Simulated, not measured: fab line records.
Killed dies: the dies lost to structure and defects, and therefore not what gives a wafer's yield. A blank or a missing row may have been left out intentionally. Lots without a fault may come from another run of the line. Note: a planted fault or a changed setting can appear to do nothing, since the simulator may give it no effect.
The tool behind it: which one? | flow gf180mcu | 13 lots, 37 wafers sampled, at 5 steps of a route of 602

== WHAT EACH GAUGE READ, for each wafer ==
GF_VT_IMPLANT_TW_MEAS_43. Usual: VT_IMPLANT_4_TW 693, standard deviation 4.2.
lot  | measured     | on            | VT_IMPLANT_4_TW | flag
L895 | day 7 11:08  | film_metro-03 | 702 699 697     |
L896 | day 7 17:43  | film_metro-03 | 701 700 697     |
L897 | day 8 12:20  | film_metro-04 | 689 695 689     |
L898 | day 8 19:27  | film_metro-02 | 689 685 687     |
L899 | day 8 21:11  | film_metro-04 | 695 689 690     |
L900 | day 9 01:33  | film_metro-03 | 694 693 693     |
L901 | day 9 06:59  | film_metro-03 | 698 696 696     |
L902 | day 9 16:55  | film_metro-04 | 695 693 696     |
L903 | day 10 00:04 | film_metro-02 | 693 689 688     |
L904 | day 10 09:56 | film_metro-04 | 697 697 699     |
L908 | day 11 04:37 | film_metro-02 | 691 691 688     |
L910 | day 11 17:41 | film_metro-03 | 698 694 701 695 |
L915 | day 13 04:55 | film_metro-03 | 695 695 693 694 |

GF_CONTACT_CD_MEAS_14 targets a cd of 220 nm. Usual: cd_nm 220.1 nm, standard deviation 1.8.
lot  | measured     | on        | cd_nm (nm)        | flag
L895 | day 15 23:49 | cd_sem-02 | 216.3 217.4 216.9 |
L896 | day 16 09:24 | cd_sem-01 | 219.2 219.9 219.0 |
L897 | day 17 05:57 | cd_sem-01 | 218.6 219.1 219.7 |
L898 | day 17 15:46 | cd_sem-02 | 217.6 217.2 218.9 |
L899 | day 17 18:52 | cd_sem-02 | 220.1 220.8 220.8 |
L900 | day 18 00:14 | cd_sem-01 | 220.6 221.5 219.9 |
L901 | day 18 03:40 | cd_sem-01 | 218.7 219.2 219.4 |
L902 | day 18 21:35 | cd_sem-02 | 221.3 221.5 221.1 |
L903 | day 19 08:19 | cd_sem-01 | 223.5 222.9 221.9 |
L904 | day 19 19:58 | cd_sem-02 | 218.2 216.2 218.9 |
L908 | day 20 23:51 | cd_sem-01 | 221.8 220.6 220.0 |
L910 | day 21 13:31 | cd_sem-01 | 220.2 219.6       |
L915 | day 23 14:08 | cd_sem-02 | 222.4 223.8       |

== TOOL THAT RAN EACH LOT (tool first, then ch and the chambers of the sampled wafers, then the start) ==
lot  | GF_VT_IMPLANT_IMPLANT_30        | GF_VT_IMPLANT_STRIP_31               | GF_SALICIDE_RTA_08
L895 | implanter-02 ch 0, day 6 19:22  | plasma_asher-03 ch 0,1, day 6 19:28  | rtp_anneal-02 ch 0, day 15 01:28
L896 | implanter-04 ch 0, day 7 01:02  | plasma_asher-03 ch 0,1, day 7 01:10  | rtp_anneal-01 ch 0, day 15 11:15
L897 | implanter-02 ch 0, day 7 19:06  | plasma_asher-03 ch 0,1, day 7 19:15  | rtp_anneal-02 ch 0, day 16 06:55
L898 | implanter-02 ch 0, day 8 02:23  | plasma_asher-02 ch 0,1, day 8 02:32  | rtp_anneal-02 ch 0, day 16 16:28
L899 | implanter-04 ch 0, day 8 04:32  | plasma_asher-04 ch 0,1, day 8 04:41  | rtp_anneal-01 ch 0, day 16 18:18
L900 | implanter-02 ch 0, day 8 08:40  | plasma_asher-03 ch 0,1, day 8 08:48  | rtp_anneal-01 ch 0, day 17 00:37
L901 | implanter-04 ch 0, day 8 13:57  | plasma_asher-04 ch 0,1, day 8 14:06  | rtp_anneal-01 ch 0, day 17 04:10
L902 | implanter-02 ch 0, day 8 23:37  | plasma_asher-03 ch 0,1, day 8 23:44  | rtp_anneal-02 ch 0, day 17 20:41
L903 | implanter-03 ch 0, day 9 06:28  | plasma_asher-04 ch 0,1, day 9 06:34  | rtp_anneal-02 ch 0, day 18 07:25
L904 | implanter-04 ch 0, day 9 07:02  | plasma_asher-03 ch 0,1, day 9 07:11  | rtp_anneal-01 ch 0, day 18 18:15
L908 | implanter-02 ch 0, day 10 10:06 | plasma_asher-03 ch 0,1, day 10 10:14 | rtp_anneal-02 ch 0, day 19 22:45
L910 | implanter-02 ch 0, day 10 22:51 | plasma_asher-02 ch 0,1, day 10 23:00 | rtp_anneal-02 ch 0, day 20 12:40
L915 | implanter-02 ch 0, day 12 09:22 | plasma_asher-03 ch 0,1, day 12 09:28 | rtp_anneal-01 ch 0, day 22 10:02
- GF_VT_IMPLANT_IMPLANT_30
- GF_VT_IMPLANT_STRIP_31: strips in O2/N2.
- GF_SALICIDE_RTA_08: time 30 s.

== WHAT THE TOOLS THEMSELVES READ (means of the sampled wafers that have a number; where no wafer has one, the mark that the record gives instead) ==
GF_VT_IMPLANT_STRIP_31. Usual: drypump_motor_current_A 5.6 A, standard deviation 0.37; heater_power_w 341 W, standard deviation 46; oes_product_au 0.716 a.u., standard deviation 0.0047; strip_time_to_endpoint_s 12.62 s, standard deviation 0.035.
lot  | tool            | drypump_motor_current_A (A) | heater_power_w (W) | oes_product_au (a.u.) | strip_time_to_endpoint_s (s) | flag
L895 | plasma_asher-03 | 5.5                         | 318                | 0.715                 | 12.57                        |
L896 | plasma_asher-03 | 5.7                         | 328                | 0.716                 | 12.60                        |
L897 | plasma_asher-03 | 5.7                         | 336                | 0.718                 | 12.60                        |
L898 | plasma_asher-02 | 6.1                         | 396                | 0.716                 | 12.66                        |
L899 | plasma_asher-04 | 5.4                         | 354                | 0.722                 | 12.62                        |
L900 | plasma_asher-03 | 5.5                         | 314                | 0.712                 | 12.65                        |
L901 | plasma_asher-04 | 5.6                         | 311                | 0.724                 | 12.65                        |
L902 | plasma_asher-03 | 5.7                         | 337                | 0.715                 | 12.62                        |
L903 | plasma_asher-04 | 5.6                         | 310                | 0.712                 | 12.57                        |
L904 | plasma_asher-03 | 5.5                         | 313                | 0.710                 | 12.68                        |
L908 | plasma_asher-03 | 5.5                         | 316                | 0.716                 | 12.60                        |
L910 | plasma_asher-02 | 5.9                         | 390                | 0.711                 | 12.63                        |
L915 | plasma_asher-03 | 5.6                         | 322                | 0.712                 | 12.59                        |

GF_SALICIDE_RTA_08. Usual: lamp_power_pct 18.0 %, standard deviation 0.37; wafer_temp_C_max 803.8, standard deviation 1.4.
lot  | tool          | lamp_power_pct (%) | wafer_temp_C_max | flag
L895 | rtp_anneal-02 | 18.5               | 802.7            |
L896 | rtp_anneal-01 | 17.7               | 805.2            |
L897 | rtp_anneal-02 | 18.5               | 802.8            |
L898 | rtp_anneal-02 | 18.5               | 802.3            |
L899 | rtp_anneal-01 | 17.7               | 805.2            |
L900 | rtp_anneal-01 | 17.7               | 804.3            |
L901 | rtp_anneal-01 | 17.7               | 805.0            |
L902 | rtp_anneal-02 | 18.5               | 802.5            |
L903 | rtp_anneal-02 | 18.5               | 802.4            |
L904 | rtp_anneal-01 | 17.7               | 804.0            |
L908 | rtp_anneal-02 | 18.5               | 802.1            |
L910 | rtp_anneal-02 | 18.5               | 802.8            |
L915 | rtp_anneal-01 | 17.7               | 804.8            |

== THE ANSWER, worked out from the rows above alone ==
Rule: take the mean of a lot's wafers that have a number; if it is more than 3 standard deviations from the usual mean, the lot is off. Also off: a lot with no number at a reading for which 4 or more lots have one. Any other lot the step has rows for is counted as sound. First the gauges in route order, then the tools' own readings, where a lot's mean is used as printed above. At the first step where some lot is off, the reading lying furthest off is the one used; lots without a number count as furthest.
None of the lots is off at any reading shown; this tells nothing.

== WHAT HAD BEEN PUT IN BY THE SIMULATOR ==
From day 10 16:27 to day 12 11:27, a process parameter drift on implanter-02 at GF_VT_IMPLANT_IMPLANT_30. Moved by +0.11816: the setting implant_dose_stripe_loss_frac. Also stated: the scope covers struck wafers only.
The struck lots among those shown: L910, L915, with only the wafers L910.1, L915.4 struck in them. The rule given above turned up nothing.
